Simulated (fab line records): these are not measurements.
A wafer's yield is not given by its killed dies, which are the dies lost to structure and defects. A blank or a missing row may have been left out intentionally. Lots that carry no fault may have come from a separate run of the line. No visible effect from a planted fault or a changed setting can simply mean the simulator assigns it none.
Matching of chambers ; flow sky130 ; SKY_PAD_OPEN_ETCH_07 on rie diel-02 has 4 sister chambers
The step etches the open film in CF4/O2, stops on AlCu, target depth 725 nm, time 161.1 s. 8 wafers are shown with their chamber, then 7 later ones without.

== WAFERS, EACH WITH ITS CHAMBER ==
wafer;chamber;drypump motor current A (A);throttle valve pct (%)
L802.6;1;5.9;5.975
L807.2;2;5.0;5.955
L809.5;1;5.9;5.966
L813.1;0;6.6;5.964
L813.2;3;5.7;5.962
L813.4;0;6.5;5.960
L816.1;3;5.7;5.969
L816.2;2;5.0;5.962

== WAFERS MISSING THEIR CHAMBER ==
wafer;drypump motor current A (A);throttle valve pct (%)
L816.5;5.0;5.956
L819.1;5.9;5.979
L819.3;6.6;5.955
L819.6;6.6;5.975
L820.4;5.7;5.962
L820.5;5.9;5.961
L820.6;5.0;5.968

== WHICH CHAMBER EACH WENT THROUGH ==
wafer;from the rows above;in truth
L816.5;2;2
L819.1;1;1
L819.3;0;0
L819.6;0;0
L820.4;3;3
L820.5;1;1
L820.6;2;2
7 of 7 placed correctly. Not placeable from these rows: 0. 0 placed wrongly.
How it was worked out, from the rows above alone: a wafer's distance from a chamber is the root of the sum, over the readings, of the square of ((its reading less the chamber's mean) divided by the reading's scatter). If the next closest chamber is less than 2 further off than the closest, the wafer can't be placed; otherwise it belongs to the closest. Each chamber's mean is taken over the wafers shown for it. How the scatter is found: for the shown wafers, subtract from each reading the mean of its chamber, square and add these, divide the total by (wafers less chambers), then take the root.
